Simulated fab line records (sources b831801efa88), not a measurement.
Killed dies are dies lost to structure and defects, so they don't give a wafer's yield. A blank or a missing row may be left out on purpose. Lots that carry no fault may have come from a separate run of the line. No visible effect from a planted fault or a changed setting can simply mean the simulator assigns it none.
fab line records | flow gf180mcu
record: lots: 13 wafers: 39 lastDay: 34
route steps=602 shown V2@403 M3@410 V3@433
lots that met no fault: from a run of the same line without faults
startH: hours from the record's opening day to when the first of the lot's shown wafers began | waitH: time in hours since the lot's previous step | " same as the row above | L1.1+2: a single row standing in for several wafers | - value missing, or start not given | * or withheld: withheld | < > ~ a bound
route shown NAME@n: NAME is a module with steps in the file, n the number in the route of the first one | usual: mean/standard deviation of fault-free wafers | same: alike in all rows | chamber/n: place in a boat | sites: per-site readings | _std_site: the standard deviation of these | _edge_site: mean of outer sites minus mean of inner sites | radiusMm: for every site, how far away it sits from the centre of the wafer | mask NAME#n: copy n | behind: the last tool/chamber to shape the wafer | hold: why the lot went on hold/how many hours it stayed there/how the hold came to an end | device: whichever transistor did not switch (one of n, p or np) | end of line: the route-end tests of the same wafers | a step given without rows: its recipe and nothing more | killed: dies lost to structure and defects at the first sort, not the wafer's yield | map: a wafer's dies, marking killed ones x, the rest . and places with no die _
set.NAME: setting as actually run; set.NAME@STEP: the setting as run at that earlier step | model.NAME: the simulator's own value behind a step, which no gauge read
the route's steps for a sample of lots (tables are steps, rows are wafers)
services: the hour from which a tool's chamber was out of use, counted from the record's first day as startH (under 0 if before that day), plus the number of hours and why
== steps ==
step: GF_V2_SPUTTER_21
recipe: material: Ti targetThkNm: 15 chamberPressurePa: 5 powerW: 2500 substrateTempC: 200 timeS: 80.02
usual: throttleValvePct: 29.9/1
columns lot.wafer tool chamber startH waitH throttleValvePct
L634.1 pvdSputter-04 - 480.08 0.0 30.5
L634.2 " - " " 29.3
L634.4 " - " " 28.0
L635.1 pvdSputter-03 - 486.77 0.0 31.5
L635.3 " - " " 30.2
L635.5 " - " " 28.6
L639.2 pvdSputter-03 - 528.07 0.0 28.7
L639.5 " - " " 30.4
L639.6 " - " " 28.8
L645.1 pvdSputter-03 - 576.83 0.0 28.6
L645.2 " - " " 30.3
L645.4 " - " " 28.6
L647.2 pvdSputter-01 - 597.71 0.0 31.1
L647.3 " - " " 29.1
L647.5 " - " " 30.8
L648.1 pvdSputter-03 - 602.68 0.0 31.7
L648.3 " - " " 30.1
L648.5 " - " " 28.9
L649.2 pvdSputter-03 - 613.86 0.0 29.8
L649.5 " - " " 28.7
L649.6 " - " " 31.6
L650.1 pvdSputter-03 - 620.60 0.0 31.6
L650.4 " - " " 30.0
L650.6 " - " " 28.7
L651.2 pvdSputter-01 - 622.01 0.0 30.7
L651.3 " - " " 31.0
L651.5 " - " " 29.6
L652.2 pvdSputter-03 - 629.56 0.0 30.4
L652.3 " - " " 30.1
L652.6 " - " " 30.5
L653.4 pvdSputter-03 - 637.51 0.0 30.1
L653.5 " - " " 28.2
L653.6 " - " " 31.8
L654.2 pvdSputter-04 - 645.83 0.0 30.8
L654.3 " - " " 28.0
L654.6 " - " " 27.9
L655.1 pvdSputter-01 - 652.83 0.0 29.2
L655.2 " - " " 29.2
L655.5 " - " " 29.6
step: GF_M3_SPUTTER_01
recipe: material: TiN targetThkNm: 30 powerW: 6500 timeS: 25 chamberPressurePa: 0.4
usual: throttleValvePct: 29.7/1.1
columns lot.wafer tool chamber startH waitH throttleValvePct
L634.1 pvdSputter-03 - 481.06 0.1 30.6
L634.2 " - " " 28.6
L634.4 " - " " 29.8
L635.1 pvdSputter-02 - 487.56 0.1 31.1
L635.3 " - " " 30.4
L635.5 " - " " 31.3
L639.2 pvdSputter-04 - 528.87 0.1 29.2
L639.5 " - " " 29.1
L639.6 " - " " 29.1
L645.1 pvdSputter-04 - 577.63 0.1 29.3
L645.2 " - " " 28.2
L645.4 " - " " 29.0
L647.2 pvdSputter-03 - 598.50 0.1 31.3
L647.3 " - " " 28.6
L647.5 " - " " 28.8
L648.1 pvdSputter-04 - 603.47 0.1 29.2
L648.3 " - " " 30.8
L648.5 " - " " 28.0
L649.2 pvdSputter-04 - 614.65 0.1 29.3
L649.5 " - " " 29.2
L649.6 " - " " 29.1
L650.1 pvdSputter-04 - 621.40 0.1 29.0
L650.4 " - " " 28.1
L650.6 " - " " 28.9
L651.2 pvdSputter-02 - 622.83 0.1 30.3
L651.3 " - " " 31.7
L651.5 " - " " 31.6
L652.2 pvdSputter-04 - 630.36 0.1 30.7
L652.3 " - " " 29.1
L652.6 " - " " 29.2
L653.4 pvdSputter-02 - 638.32 0.0 29.4
L653.5 " - " " 30.1
L653.6 " - " " 31.4
L654.2 pvdSputter-03 - 646.63 0.1 28.9
L654.3 " - " " 31.9
L654.6 " - " " 31.7
L655.1 pvdSputter-04 - 654.30 0.6 30.8
L655.2 " - " " 28.2
L655.5 " - " " 28.3
step: GF_M3_CD_MEAS_14
recipe: targetCdNm: 280
usual: cdNm: 279.9/1.1
columns lot.wafer tool chamber startH waitH cdNm
L634.1 cdSem-01 - 504.81 0.1 280.0
L634.2 " - " " 280.6
L634.4 " - " " 280.1
L635.1 cdSem-01 - 511.06 0.1 279.2
L635.3 " - " " 279.1
L635.5 " - " " 278.9
L639.2 cdSem-01 - 551.78 0.1 281.0
L639.5 " - " " 280.1
L639.6 " - " " 279.3
L645.1 cdSem-02 - 598.66 0.1 280.8
L645.2 " - " " 280.4
L645.4 " - " " 280.3
L647.2 cdSem-01 - 619.53 0.1 278.8
L647.3 " - " " 279.9
L647.5 " - " " 280.0
L648.1 cdSem-01 - 624.56 0.1 279.5
L648.3 " - " " 279.0
L648.5 " - " " 278.9
L649.2 cdSem-01 - 634.88 0.1 278.2
L649.5 " - " " 278.8
L649.6 " - " " 278.7
L650.1 cdSem-01 - 641.96 0.1 277.8
L650.4 " - " " 280.7
L650.6 " - " " 279.0
L651.2 cdSem-01 - 642.58 0.1 278.4
L651.3 " - " " 278.4
L651.5 " - " " 280.3
L652.2 cdSem-01 - 650.38 0.1 280.1
L652.3 " - " " 281.1
L652.6 " - " " 280.8
L653.4 cdSem-02 - 658.72 0.1 280.7
L653.5 " - " " 281.0
L653.6 " - " " 282.5
L654.2 cdSem-02 - 666.48 0.1 279.8
L654.3 " - " " 279.1
L654.6 " - " " 279.0
L655.1 cdSem-02 - 673.21 0.1 280.6
L655.2 " - " " 278.9
L655.5 " - " " 280.5
step: GF_V3_CMP_04
recipe: material: SiO2 downForcePsi: 4 platenRpm: 60 padVelocityMS: 0.94248
usual: headPressurePsi: 3.999/0.009 motorCurrentA: 12.3/1.3 timeToEndpointS: 80/4.7
columns lot.wafer tool chamber startH waitH headPressurePsi motorCurrentA timeToEndpointS
L634.2 cmp-01 3 505.93 0.1 3.998 14.3 75
L634.1 " 0 " " 4.010 14.1 72
L634.4 " 1 " " 3.999 11.0 78
L635.3 cmp-02 0 512.13 0.0 4.002 10.5 75
L635.1 " 2 " " 3.996 12.9 80
L635.5 " 0 " " 4.016 10.0 82
L639.2 cmp-01 2 552.98 0.2 3.999 12.4 71
L639.5 " 3 " " 3.995 14.5 79
L639.6 " 0 " " 4.007 13.8 20
L645.4 cmp-02 1 599.73 0.0 3.994 12.7 75
L645.2 " 2 " " 4.012 12.6 75
L645.1 " 3 " " 3.991 12.3 74
L647.3 cmp-01 1 620.66 0.1 4.005 10.6 73
L647.2 " 2 " " 4.007 11.9 77
L647.5 " 0 " " 4.001 13.5 80
L648.1 cmp-02 3 625.67 0.1 3.992 11.7 75
L648.3 " 1 " " 3.998 12.7 79
L648.5 " 3 " " 3.989 12.1 90
L649.2 cmp-01 0 636.07 0.2 3.993 14.1 71
L649.5 " 1 " " 4.001 10.4 83
L649.6 " 2 " " 4.008 12.4 78
L650.4 cmp-02 0 643.05 0.0 4.015 10.3 81
L650.1 " 2 " " 3.999 12.4 75
L650.6 " 0 " " 3.984 10.4 80
L651.3 cmp-01 1 643.77 0.1 4.002 11.3 79
L651.2 " 2 " " 3.976 11.3 79
L651.5 " 0 " " 3.993 13.6 78
L652.3 cmp-01 1 651.46 0.0 3.989 11.0 78
L652.2 " 2 " " 4.010 11.8 73
L652.6 " 1 " " 3.993 11.2 84
L653.4 cmp-01 1 659.72 0.0 4.016 11.3 83
L653.6 " 1 " " 4.000 10.9 88
L653.5 " 2 " " 3.989 11.7 85
L654.2 cmp-01 0 667.61 0.1 3.998 12.8 81
L654.3 " 1 " " 3.987 10.9 81
L654.6 " 3 " " 3.990 13.9 87
L655.2 cmp-02 0 674.39 0.0 4.008 10.0 79
L655.1 " 3 " " 4.004 12.3 78
L655.5 " 0 " " 4.001 10.8 87
step: GF_V3_ETCH_17
recipe: chemistry: C4F8/O2/Ar maskMaterial: KrF target: SiO2 stopOn: TiN sourceW: 1500 biasW: 1200 pressureMtorr: 40 c4f8FlowSccm: withheld O2_flow_sccm: 6 Ar_flow_sccm: 300 timeS: withheld targetDepthA: 6350
usual: oesProductAu: 0.856/0.0045 rfFwdPowerW: 1492/5.7
columns lot.wafer tool chamber startH waitH oesProductAu rfFwdPowerW
L634.1 rieDiel-03 2 - - 0.856 1484
L634.2 " 3 " " 0.855 1489
L634.4 " 0 " " 0.848 1492
L635.1 rieDiel-02 2 - - 0.856 1492
L635.3 " 1 " " 0.852 1492
L635.5 " 1 " " 0.854 1494
L639.2 rieDiel-03 3 - - 0.860 1485
L639.5 " 3 " " 0.858 1485
L639.6 " 0 " " 0.976 1488
L645.1 rieDiel-01 2 - - 0.851 1483
L645.2 " 1 " " 0.851 1502
L645.4 " 0 " " 0.866 1490
L647.2 rieDiel-03 2 - - 0.856 1487
L647.3 " 3 " " 0.853 1483
L647.5 " 2 " " 0.862 1498
L648.1 rieDiel-01 0 - - 0.855 1501
L648.3 " 2 " " 0.859 1492
L648.5 " 1 " " 0.851 1495
L649.2 rieDiel-01 1 - - 0.849 1496
L649.5 " 2 " " 0.855 1486
L649.6 " 1 " " 0.854 1494
L650.1 rieDiel-01 3 - - 0.853 1487
L650.4 " 0 " " 0.856 1501
L650.6 " 3 " " 0.858 1489
L651.2 rieDiel-02 2 - - 0.860 1489
L651.3 " 1 " " 0.854 1503
L651.5 " 2 " " 0.855 1495
L652.2 rieDiel-01 0 - - 0.850 1496
L652.3 " 2 " " 0.852 1487
L652.6 " 3 " " 0.848 1490
L653.4 rieDiel-02 1 - - 0.855 1504
L653.5 " 2 " " 0.859 1492
L653.6 " 3 " " 0.853 1487
L654.2 rieDiel-01 1 - - 0.859 1499
L654.3 " 3 " " 0.853 1488
L654.6 " 1 " " 0.853 1492
L655.1 rieDiel-01 0 - - 0.864 1490
L655.2 " 3 " " 0.859 1484
L655.5 " 2 " " 0.855 1491
== services ==
columns tool chamber startH hours kind
pvdSputter-03 - 456.77 11.1 repair
rieDiel-02 - 456.89 1.6 repair
cmp-01 - 457.59 1.7 repair
cmp-02 - 462.66 4.9 repair
pvdSputter-01 - 468.92 1.3 repair
cmp-01 - 478.74 3.7 pm
rieDiel-01 1 484.07 8.2 repair
rieDiel-02 - 517.07 2.8 pm
rieDiel-01 - 521.00 14.6 pm
pvdSputter-03 - 529.51 9.7 repair
rieDiel-03 1 555.55 19.6 repair
pvdSputter-01 - 571.38 22.5 repair
cmp-02 - 572.92 4.0 pm
rieDiel-03 3 587.22 8.4 repair
rieDiel-01 1 588.50 3.7 repair
rieDiel-02 0 591.51 54.5 repair
rieDiel-02 1 595.87 7.6 repair
cmp-02 - 611.68 0.8 repair
cmp-02 - 618.96 6.3 pm
pvdSputter-02 - 620.63 1.9 repair
rieDiel-03 1 628.79 16.8 repair
rieDiel-03 2 629.47 4.3 repair
rieDiel-03 3 642.00 6.4 repair
rieDiel-01 - 675.92 1.7 repair
== key ==
firstSign: step: GF_V3_CMP_04 reading: timeToEndpointS direction: down sigmas: 13 usual: * struck: *
effect: step: GF_V3_ETCH_17 reading: oesProductAu direction: up sigmas: 27 usual: 0.856 struck: 0.976
metAt GF_V3_CMP_04
struckLots L639
struckWafers L639.6
sortLeftOut L639.6
notActingAt GF_V2_SPUTTER_21,GF_M3_SPUTTER_01,GF_M3_CD_MEAS_14
onsetBetween 505.93 552.98
fault: kind: processParameterDrift tool: cmp-01 chamber: 0 onsetH: 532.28 steps: GF_V3_CMP_04 channel: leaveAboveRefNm offset: 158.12 shape: step endH: 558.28 actsIn: theseRecipesOnly stated: 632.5
sortLeftOut: the simulated sort isn't trusted on such a fault, so these wafers' sort isn't shown, and their yield isn't known
